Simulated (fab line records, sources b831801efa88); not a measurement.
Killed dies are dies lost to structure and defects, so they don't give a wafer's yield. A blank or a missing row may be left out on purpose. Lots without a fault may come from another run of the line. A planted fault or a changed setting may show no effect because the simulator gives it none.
Which tool did it? | flow gf180mcu | 13 lots, 39 wafers sampled, at 5 steps of a route of 602

WHAT THE GAUGES READ, wafer by wafer
GF_DUAL_GATE_THK_MEAS_03.
lot  | measured     | on            | DUAL_GATE_OXIDATION_00_THK (nm)
L703 | day 8 05:49  | film_metro-01 | 10.84 10.91 10.75
L704 | day 8 11:26  | film_metro-04 | 10.54 10.80 10.68
L707 | day 9 03:10  | film_metro-03 | 10.57 10.51 10.26
L711 | day 10 06:48 | film_metro-01 | 10.57 10.50 10.63
L714 | day 11 00:23 | film_metro-01 | 10.99 10.97 10.95
L715 | day 11 07:44 | film_metro-03 | 10.92 10.82 10.88
L716 | day 11 10:56 | film_metro-04 | 10.63 10.55 10.65
L719 | day 12 12:39 | film_metro-01 | 10.89 11.20 11.04
L721 | day 13 01:56 | film_metro-03 | 10.94 10.70 10.65
L722 | day 13 09:19 | film_metro-01 | 11.01 10.99 11.16
L723 | day 13 12:41 | film_metro-04 | 11.32 11.05 10.98
L724 | day 13 18:08 | film_metro-04 | 10.75 10.82 10.97
L725 | day 14 03:29 | film_metro-03 | 10.84 10.95 11.02

GF_DUAL_GATE_OVL_MEAS_11.
lot  | measured     | on         | DUAL_GATE_OVL (nm)
L703 | day 8 22:23  | overlay-02 | -1.0 -0.5 -1.4
L704 | day 9 03:59  | overlay-02 | 1.4 -2.5 -0.3
L707 | day 9 19:35  | overlay-01 | -2.4 -2.1 0.4
L711 | day 11 00:38 | overlay-01 | -0.2 -0.4 1.4
L714 | day 11 18:56 | overlay-02 | -1.7 -0.2 0.0
L715 | day 12 02:08 | overlay-02 | -2.7 -1.5 -2.5
L716 | day 12 05:13 | overlay-01 | 1.7 -1.1 -0.9
L719 | day 13 07:29 | overlay-02 | 0.6 1.2 2.7
L721 | day 13 20:56 | overlay-01 | 0.9 -1.2 1.8
L722 | day 14 05:29 | overlay-01 | 0.0 0.4 1.6
L723 | day 14 07:46 | overlay-01 | 0.6 -1.1 -1.9
L724 | day 14 13:53 | overlay-02 | 1.9 1.1 1.4
L725 | day 14 23:28 | overlay-02 | 1.2 0.3 0.4

GF_HV_LDD_TW_MEAS_11.
lot  | measured     | on            | HV_LDD_TW
L703 | day 10 14:14 | film_metro-01 | 2384 2387 2385
L704 | day 11 01:38 | film_metro-01 | 2817 2824 2833
L707 | day 11 14:05 | film_metro-01 | 2816 2817 2836
L711 | day 12 22:50 | film_metro-03 | 2812 2817 2837
L714 | day 13 22:56 | film_metro-01 | 2377 2379 2377
L715 | day 14 05:50 | film_metro-03 | 2398 2386 2406
L716 | day 14 05:43 | film_metro-03 | 2391 2382 2392
L719 | day 15 08:13 | film_metro-03 | 2403 2412 2405
L721 | day 16 03:11 | film_metro-03 | 2387 2389 2384
L722 | day 16 08:39 | film_metro-02 | 2422 2429 2427
L723 | day 16 08:56 | film_metro-01 | 2377 2382 2368
L724 | day 16 16:05 | film_metro-01 | 2377 2371 2376
L725 | day 17 02:25 | film_metro-03 | 2398 2402 2383

GF_HV_LDD_RS_MEAS_53: measures by four-point-probe.
lot  | measured     | on            | HV_LDD_RS (ohm/sq)
L703 | day 13 01:01 | film_metro-03 | 418.6 419.6 420.4
L704 | day 13 11:20 | film_metro-03 | 312.5 313.2 313.8
L707 | day 14 00:58 | film_metro-01 | 313.6 312.8 312.8
L711 | day 15 11:43 | film_metro-03 | 313.6 312.2 312.7
L714 | day 16 13:47 | film_metro-03 | 418.0 418.3 418.0
L715 | day 16 21:42 | film_metro-01 | 419.0 419.2 418.9
L716 | day 16 21:14 | film_metro-03 | 419.6 418.5 419.5
L719 | day 18 03:01 | film_metro-03 | 417.9 418.1 417.6
L721 | day 19 01:19 | film_metro-03 | 419.9 420.5 419.9
L722 | day 19 08:06 | film_metro-03 | 418.5 418.6 419.2
L723 | day 19 08:50 | film_metro-01 | 418.9 416.8 418.4
L724 | day 19 15:34 | film_metro-01 | 418.8 417.8 417.9
L725 | day 20 02:40 | film_metro-03 | 419.1 418.2 417.8

WHICH TOOL RAN EACH LOT (tool, then ch and the chambers of the sampled wafers, then the start)
lot  | GF_HV_LDD_IMPLANT_09
L703 | implanter-03 ch 0, day 10 14:00
L704 | implanter-03 ch 0, day 11 01:05
L707 | implanter-04 ch 0, day 11 13:31
L711 | implanter-04 ch 0, day 12 22:17
L714 | implanter-02 ch 0, day 13 22:41
L715 | implanter-02 ch 0, day 14 05:35
L716 | implanter-02 ch 0, day 14 05:28
L719 | implanter-03 ch 0, day 15 08:01
L721 | implanter-03 ch 0, day 16 02:56
L722 | implanter-02 ch 0, day 16 08:26
L723 | implanter-03 ch 0, day 16 08:41
L724 | implanter-02 ch 0, day 16 15:50
L725 | implanter-03 ch 0, day 17 02:11
- GF_HV_LDD_IMPLANT_09

WHAT THE TOOLS THEMSELVES READ (means of the sampled wafers that have a number; where no wafer has one, the mark that the record gives instead)
The record holds no such reading with a usual standard deviation.

THE ANSWER, worked out from the rows above alone
Rule: what is usual is taken from the lots themselves. Put in order of their means at a reading, lots are off if they are a third of the lots or fewer, leave a main group of 4 or more, and stand apart from it by a gap of 3 or more times the standard deviation of the main group's means; of several such gaps the widest counts. A main group whose means are all the same, to the digits that the tables above print for the reading, isn't used. A lot without any number at a reading at which 4 lots or more have one is off too. The other lots that the step has rows for count as sound. The gauges are gone through in route order, then the tools' own readings, and for those a lot's mean is taken as printed above. The first step at which some lot is off is used, and at that step the reading that is off furthest; a lot without a number counts as furthest.
Off: L704, L707, L711, at GF_HV_LDD_TW_MEAS_11 (HV_LDD_TW). The main group: mean 2391, standard deviation 15.
A tool fits if, at a process step before that reading, it ran every lot that is off, and no sound lot after the first of them. The gauges at GF_HV_LDD_TW_MEAS_11 are tried like those tools. None of those tried fits.

WHAT THE SIMULATOR HAD PUT IN
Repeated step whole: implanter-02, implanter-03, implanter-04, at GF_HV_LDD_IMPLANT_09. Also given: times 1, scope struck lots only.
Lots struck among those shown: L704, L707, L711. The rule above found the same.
